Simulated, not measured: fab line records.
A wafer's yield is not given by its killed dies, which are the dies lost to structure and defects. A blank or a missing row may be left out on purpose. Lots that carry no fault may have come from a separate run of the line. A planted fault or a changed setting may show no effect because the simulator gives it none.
A struck lot beside a sound one	flow gf180mcu	15 out of 602 route steps
Sound: wafers L144.1, L144.3, L144.4. Struck: wafers L153.1, L153.5, L153.6. The cause comes at the end.
Each step with rows lists, per side, the tool, then ch with its chambers, then its first start. Under that, the readings that differ: sound wafers	struck wafers	difference of the means	sigmas: that difference in standard deviations of wafers without a fault.
alike: words and numbers the same on both sides, and readings whose means are apart by under 2 such deviations; not compared: readings that were withheld, readings missing a value for some wafer, numbers with overlapping values and no deviation given by the record, and bounds like >300 which may hide the same value.
A row with sigmas, a row that says differs or no value, or rows on one side alone: a step with any of these is where the two part. Non-overlapping numbers with no deviation appear without sigmas and do not part them. A reading that every wafer of one side lacks parts them only if that side has two wafers or more.

first, 4 steps without rows for these wafers: GF_CONTACT_SOFTBAKE_10 (time 60 s); GF_CONTACT_EXPOSE_11 (exposes mask Contact, target cd 220 nm); GF_CONTACT_PEB_12 (peb time 90 s); GF_CONTACT_DEVELOP_13 (develop time 60 s).
GF_CONTACT_CD_MEAS_14: target cd 220 nm.
  struck on cd sem-01, day 23 21:09; sound on cd sem-01, day 20 08:44
  alike: cd nm
GF_CONTACT_OVL_MEAS_15:
  struck on overlay-01, day 23 21:16; sound on overlay-01, day 20 08:51
  alike: CONTACT_OVL
GF_CONTACT_ETCH_16: etches BARC in N2/H2.
  sound on rie diel-02 ch 1,2, day 20 08:53; struck on rie diel-01 ch 2,3, day 23 21:19
  alike: drypump motor current A, n2 flow sccm, oes product au, throttle valve pct
GF_CONTACT_ETCH_17: etches SiO2 in C4F8/O2/Ar, stops on CoSi2, target depth 860 nm.
  sound: rie diel-02 ch 1,2; struck: rie diel-01 ch 2,3
  alike: oes product au
GF_CONTACT_STRIP_18: strips in O2/N2.
  sound on plasma asher-04 ch 0,1, day 20 09:03; struck on plasma asher-03 ch 0,1, day 23 21:28
  alike: drypump motor current A, heater power w, n2 flow sccm, oes product au
  not compared: rf hours counter h
then, 3 steps without rows for these wafers: GF_CONTACT_CLEAN_19 (cleans in SPM); GF_CONTACT_CLEAN_20 (cleans in DIW); GF_CONTACT_CLEAN_21 (cleans in dHF, time 20 s).
GF_CONTACT_SPUTTER_22: material Ti, target thk 15 nm, time 80.02 s.
  struck on pvd sputter-03, day 23 21:46; sound on pvd sputter-02, day 20 09:21
reading	sound	struck	difference	sigmas
cathode dc power W (W)	2499.7 2500.4 2500.3	2360.2 2360.4 2359.6	-140.1	-99 or more
model.Ti_of_CONTACT_SPUTTER_22.thk nm (nm)	15.08 15.25 15.05	14.04 14.01 14.11	-1.07	
  alike: throttle valve pct
GF_CONTACT_SPUTTER_23: material TiN, target thk 10 nm, time 40 s.
  struck on pvd sputter-03, day 23 21:50; sound on pvd sputter-02, day 20 09:25
  alike: cathode dc power W, throttle valve pct
GF_PASSIVATION_PROBE_99:
  the record has rows for the sound wafers here (prober-01, day 32 08:56) and none for the struck ones

## WHERE THEY PART
At GF_CONTACT_SPUTTER_22 first; at GF_PASSIVATION_PROBE_99 last (within this record only).

WHY: what the simulator had put in
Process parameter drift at GF_CONTACT_SPUTTER_22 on pvd sputter-03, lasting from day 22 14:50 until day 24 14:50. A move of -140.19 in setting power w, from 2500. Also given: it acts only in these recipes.
